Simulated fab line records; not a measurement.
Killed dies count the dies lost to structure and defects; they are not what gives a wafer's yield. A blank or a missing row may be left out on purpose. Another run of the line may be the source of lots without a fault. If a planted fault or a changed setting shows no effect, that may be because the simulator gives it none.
A lot that was struck, set against a sound lot	flow sky130	32 steps out of a route of 708
Sound: these wafers, L282.3, L282.5, L282.6. Wafers L288.1, L288.5, L288.6 were the ones struck. The cause comes at the end.
Per side, at each step with rows, come the tool, then ch with its chambers, and then its first start. Under that, the readings that differ: sound wafers	struck wafers	difference of the means	sigmas: that difference in standard deviations of wafers without a fault.
alike: same words and numbers on both sides, and readings whose means sit less than 2 such deviations apart. not compared: any withheld reading, any reading some wafer has no value for, any bound like >300 that may hide the same value, and any number with overlapping values for which the record gives no deviation.
The two part at a step that has a row with sigmas, a row that says differs or no value, or rows on one side only. Numbers that don't overlap but have no deviation are shown without sigmas and don't part them. A reading missing from all wafers of one side parts the sides only when that side holds two or more wafers.

SKY_FIELD_ISO_BOW_MEAS_00:
  sound on filmMetro-03, day 2 16:02; struck on filmMetro-02, day 3 22:00
  alike: INCOMING_BOW
SKY_FIELD_ISO_OXIDATION_01: stabilise 600 s, purge 300 s, target thk 12 nm.
  sound on furnace-01 ch 0, day 2 16:07; struck on furnace-01 ch 0, day 3 22:34
  alike: tubeCenterTempC
SKY_FIELD_ISO_THK_MEAS_02:
  sound on filmMetro-02, day 2 17:39; struck on filmMetro-02, day 4 00:04
  alike: FIELD_ISO_OXIDATION_00_THK
then, 1 step without rows for these wafers: SKY_FIELD_ISO_CVD_03 (deposits Si3N4 from DCS/NH3, target thk 165 nm, time 2830 s).
SKY_FIELD_ISO_THK_MEAS_04:
  sound on filmMetro-02, day 2 23:22; struck on filmMetro-01, day 4 01:55
  alike: FIELD_ISO_CVD_03_THK
then, 8 steps without rows for these wafers: SKY_FIELD_ISO_DEHYDRATE_05 (time 60 s); SKY_FIELD_ISO_HMDS_06 (prime time 60 s); SKY_FIELD_ISO_COAT_07 (resist thk 60.5 nm); SKY_FIELD_ISO_COAT_08 (resist thk 450 nm); SKY_FIELD_ISO_SOFTBAKE_09 (time 90 s); SKY_FIELD_ISO_EXPOSE_10 (exposes mask FOM, target cd 150 nm); SKY_FIELD_ISO_PEB_11; SKY_FIELD_ISO_DEVELOP_12 (develop time 60 s).
SKY_FIELD_ISO_CD_MEAS_13: target cd 150 nm.
  sound on cdSem-01, day 3 14:43; struck on cdSem-01, day 4 18:50
reading	sound	struck	difference	sigmas
cdNm (nm)	150.8 150.8 149.8	146.9 146.1 146.9	-3.8	-2
SKY_FIELD_ISO_ETCH_14: etches BARC in N2/H2, stops on SiO2, time 45.9 s, target depth 60 nm.
  sound on rieDiel-02 ch 1,2, day 3 14:47; struck on rieDiel-03 ch 0,2,3, day 4 18:58
  alike: drypumpMotorCurrentA, oesProductAu, throttleValvePct
  not compared: rfHoursCounterH
SKY_FIELD_ISO_ETCH_15: etches the open film in CHF3/O2, stops on Si, target depth 180 nm, time 72 s.
  sound on rieDiel-02 ch 1,2, day 3 14:50; struck on rieDiel-03 ch 0,2,3, day 4 19:00
  alike: chf3FlowSccm, drypumpMotorCurrentA, oesProductAu, throttleValvePct
  not compared: rfHoursCounterH
SKY_FIELD_ISO_STRIP_16: strips in O2/N2.
  sound on plasmaAsher-04 ch 0,1, day 3 14:56; struck on plasmaAsher-03 ch 0,1, day 4 19:04
  alike: drypumpMotorCurrentA, oesProductAu, stripTimeToEndpointS
  not compared: rfHoursCounterH
SKY_FIELD_ISO_ETCH_17: etches Si in HBr/Cl2/O2, target depth 342 nm, time 97.7 s.
  sound on rieSi-01 ch 0,1,2, day 3 14:59; struck on rieSi-02 ch 2,3, day 4 19:10
  alike: drypumpMotorCurrentA, oesProductAu, throttleValvePct
  not compared: rfHoursCounterH
then, 5 steps without rows for these wafers: SKY_FIELD_ISO_WET_ETCH_18 (etches Si3N4 in H3PO4, target depth 25 nm, time 286 s); SKY_FIELD_ISO_CLEAN_19 (cleans in SC1/SC2, time 150 s); SKY_FIELD_ISO_CLEAN_20 (cleans in dHF, time 20 s); SKY_FIELD_ISO_WET_ETCH_21 (etches SiO2 in dHF, target depth 20 nm, time 400 s); SKY_FIELD_ISO_OXIDATION_22 (stabilise 600 s, purge 300 s, target thk 10 nm).
SKY_FIELD_ISO_THK_MEAS_23:
  sound on filmMetro-03, day 3 16:32; struck on filmMetro-02, day 4 20:40
  alike: FIELD_ISO_OXIDATION_01_THK
then, 1 step without rows for these wafers: SKY_FIELD_ISO_CVD_24 (deposits SiO2, target thk 595 nm, time 99.2 s).
SKY_FIELD_ISO_THK_MEAS_25:
  sound on filmMetro-02, day 3 16:40; struck on filmMetro-01, day 4 20:48
  alike: FIELD_ISO_CVD_24_THK
then, 1 step without rows for these wafers: SKY_FIELD_ISO_ANNEAL_26 (time 1800 s).
SKY_FIELD_ISO_CMP_27: polishes, stops on Si3N4, t overpolish 16 s, target thk 457.8 nm.
  sound on cmp-02 ch 0,1,2, day 3 18:21; struck on cmp-01 ch 1,2,3, day 4 22:28
  alike: headPressurePsi, motorCurrentA, overpolishRunS, slurryFilterDpKPa, timeToEndpointS
then, 3 steps without rows for these wafers: SKY_FIELD_ISO_WET_ETCH_28 (etches SiO2 in dHF, target depth 23.7 nm, time 47 s); SKY_FIELD_ISO_WET_ETCH_29 (etches Si3N4 in H3PO4, target depth 160 nm, time 1825 s); SKY_FIELD_ISO_WET_ETCH_30 (etches SiO2 in dHF, target depth 25 nm, time 50 s).
-- the record jumps here: 44 days lie between the struck wafers' starts before and after (it left off in module FIELD_ISO and takes up again in module PAD_OPEN, whose first step shown is number 708 of the route) --
SKY_PAD_OPEN_PROBE_99:
  rows exist in the record for the struck wafers here (prober-02, day 48 18:04), but not for the sound ones

## WHERE THEY PART
First at SKY_FIELD_ISO_CD_MEAS_13; last, within this record, at SKY_PAD_OPEN_PROBE_99.

WHY: the cause the simulator had injected
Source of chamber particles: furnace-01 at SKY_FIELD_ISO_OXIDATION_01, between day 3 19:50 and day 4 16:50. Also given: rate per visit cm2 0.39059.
